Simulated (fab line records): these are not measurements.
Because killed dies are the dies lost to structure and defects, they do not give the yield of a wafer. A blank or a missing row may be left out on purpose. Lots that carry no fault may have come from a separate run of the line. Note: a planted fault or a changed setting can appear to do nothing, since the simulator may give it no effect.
Which tool is to blame? ; flow sky130 ; Sampling: 10 lots, 30 wafers, 4 of 708 route steps

## WHAT THE GAUGES SHOWED, per wafer
SKY_CONTACT_RS_MEAS_25: measures by four-point-probe. Usual: CONTACT_W_RS gives 0.337 ohm/sq (standard deviation 0.0047).
lot;measured;on;CONTACT_W_RS (ohm/sq);flag
L838;day 31 23:06;film metro-02;0.341 0.342 0.338;
L839;day 31 23:10;film metro-01;0.345 0.344 0.337;
L842;day 33 09:12;film metro-02;0.334 0.336 0.334;
L843;day 33 20:58;film metro-03;0.335 0.334 0.337;
L845;day 33 21:47;film metro-01;0.341 0.346 0.336;
L846;day 34 05:59;film metro-03;0.334 0.345 0.346;
L849;day 36 00:47;film metro-01;0.337 0.338 0.337;
L852;day 36 21:25;film metro-02;0.334 0.342 0.336;
L859;day 38 18:04;film metro-01;0.331 0.340 0.330;
L861;day 38 23:55;film metro-01;0.349 0.342 0.347;

SKY_METAL1_CD_MEAS_15: target cd 140 nm. Usual: cd nm reads 140.5 nm (standard deviation 2.1).
lot;measured;on;cd nm (nm);flag
L838;day 33 02:39;cd sem-01;141.2 139.6 140.6;
L839;day 33 02:52;cd sem-02;144.7 145.1 144.2;
L842;day 34 12:41;cd sem-01;142.7 139.2 141.1;
L843;day 35 18:35;cd sem-01;136.2 138.0 139.1;
L845;day 35 18:49;cd sem-01;140.0 140.6 140.9;
L846;day 35 21:13;cd sem-01;143.5 142.6 141.7;
L849;day 37 01:35;cd sem-01;144.5 143.2 144.9;
L852;day 37 22:50;cd sem-02;138.6 138.2 138.0;
L859;day 39 19:25;cd sem-02;159.0 158.8 158.3 158.7 158.7 158.6;OFF
L861;day 40 01:12;cd sem-02;159.3 160.3 159.7 159.0 160.1 159.9;OFF

## WHAT TOOL EACH LOT RAN ON (gives the tool, then ch and the chambers of the sampled wafers, and finally the start)
lot;SKY_CONTACT_ETCH_17;SKY_METAL1_EXPOSE_12
L838;rie diel-02 ch 0,1,2, day 31 22:05;krf scanner-01 ch 0, day 32 13:34
L839;rie diel-01 ch 0,2,3, day 31 22:13;krf scanner-02 ch 0, day 32 13:46
L842;rie diel-03 ch 0,3, day 33 08:10;krf scanner-02 ch 0, day 33 23:58
L843;rie diel-03 ch 1,2, day 33 20:07;krf scanner-01 ch 0, day 34 10:48
L845;rie diel-02 ch 0,1,3, day 33 20:56;krf scanner-02 ch 0, day 34 11:17
L846;rie diel-01 ch 0,1,3, day 34 05:08;krf scanner-01 ch 0, day 34 20:05
L849;rie diel-03 ch 0,2,3, day 35 23:56;krf scanner-01 ch 0, day 36 13:17
L852;rie diel-03 ch 0,1,2, day 36 20:32;krf scanner-01 ch 0, day 37 09:35
L859;rie diel-03 ch 0,1,3, day 38 17:11;krf scanner-02 ch 0, day 39 07:06
L861;rie diel-03 ch 1,3, day 38 23:02;krf scanner-02 ch 0, day 39 11:11
- SKY_CONTACT_ETCH_17: etches SiO2 in C4F8/O2/Ar, stops on Si3N4, target depth 340 nm.
- SKY_METAL1_EXPOSE_12: exposes mask MM1, target cd 140 nm.

## WHAT THE TOOLS THEMSELVES READ (means of the sampled wafers that have a number; where no wafer has one, the mark that the record gives instead)
SKY_CONTACT_ETCH_17. Usual: bias w 1200 W, standard deviation 3.5; oes product au 0.892 a.u., standard deviation 0.005.
lot;tool;bias w (W);oes product au (a.u.);flag
L838;rie diel-02;1202;0.894;
L839;rie diel-01;1203;0.895;
L842;rie diel-03;1199;0.888;
L843;rie diel-03;1202;0.893;
L845;rie diel-02;1198;0.893;
L846;rie diel-01;1199;0.892;
L849;rie diel-03;1203;0.894;
L852;rie diel-03;1200;0.893;
L859;rie diel-03;1203;0.890;
L861;rie diel-03;1203;0.891;

SKY_METAL1_EXPOSE_12. Usual: exposure dose mJ cm2 27.983, standard deviation 0.025; focus offset nm -0.1 nm, standard deviation 0.56; reticle temp C 22.99 C, standard deviation 0.096; stage vel mm s 499.99 mm/s, standard deviation 0.25.
lot;tool;exposure dose mJ cm2;focus offset nm (nm);reticle temp C (C);stage vel mm s (mm/s);flag
L838;krf scanner-01;27.974;0.5;22.98;499.96;
L839;krf scanner-02;27.985;-0.8;23.12;500.04;
L842;krf scanner-02;28.006;0.0;22.93;500.13;
L843;krf scanner-01;27.969;0.2;22.99;499.90;
L845;krf scanner-02;27.998;-0.3;22.88;499.90;
L846;krf scanner-01;27.990;0.4;23.03;499.97;
L849;krf scanner-01;27.964;-0.2;22.95;499.79;
L852;krf scanner-01;27.989;1.0;22.93;500.15;
L859;krf scanner-02;25.302;-1.0;22.91;500.02;OFF
L861;krf scanner-02;25.292;-0.3;22.94;500.37;OFF

## THE ANSWER, worked out from the rows above alone
Rule: a lot is off if the mean of its wafers that have a number lies more than 3 standard deviations from the usual mean. A lot without any number at a reading at which 4 lots or more have one is off too. Any other lot the step has rows for is counted as sound. The gauges are gone through in route order, then the tools' own readings, and for those a lot's mean is taken as printed above. At the first step where some lot is off, the reading lying furthest off is the one used; lots without a number count as furthest.
Off: L859, L861, at SKY_METAL1_CD_MEAS_15 (cd nm).
A tool fits if, at a process step before that reading, it ran every lot that is off, and no sound lot after the first of them. Not tried: the gauges at SKY_METAL1_CD_MEAS_15; whatever is off there is also off at SKY_METAL1_EXPOSE_12, on other tools, and gauge error can't account for it. Can't be told from this: 2 tools fit, rie diel-03 at SKY_CONTACT_ETCH_17, krf scanner-02 at SKY_METAL1_EXPOSE_12.

## WHAT WAS PUT IN BY THE SIMULATOR
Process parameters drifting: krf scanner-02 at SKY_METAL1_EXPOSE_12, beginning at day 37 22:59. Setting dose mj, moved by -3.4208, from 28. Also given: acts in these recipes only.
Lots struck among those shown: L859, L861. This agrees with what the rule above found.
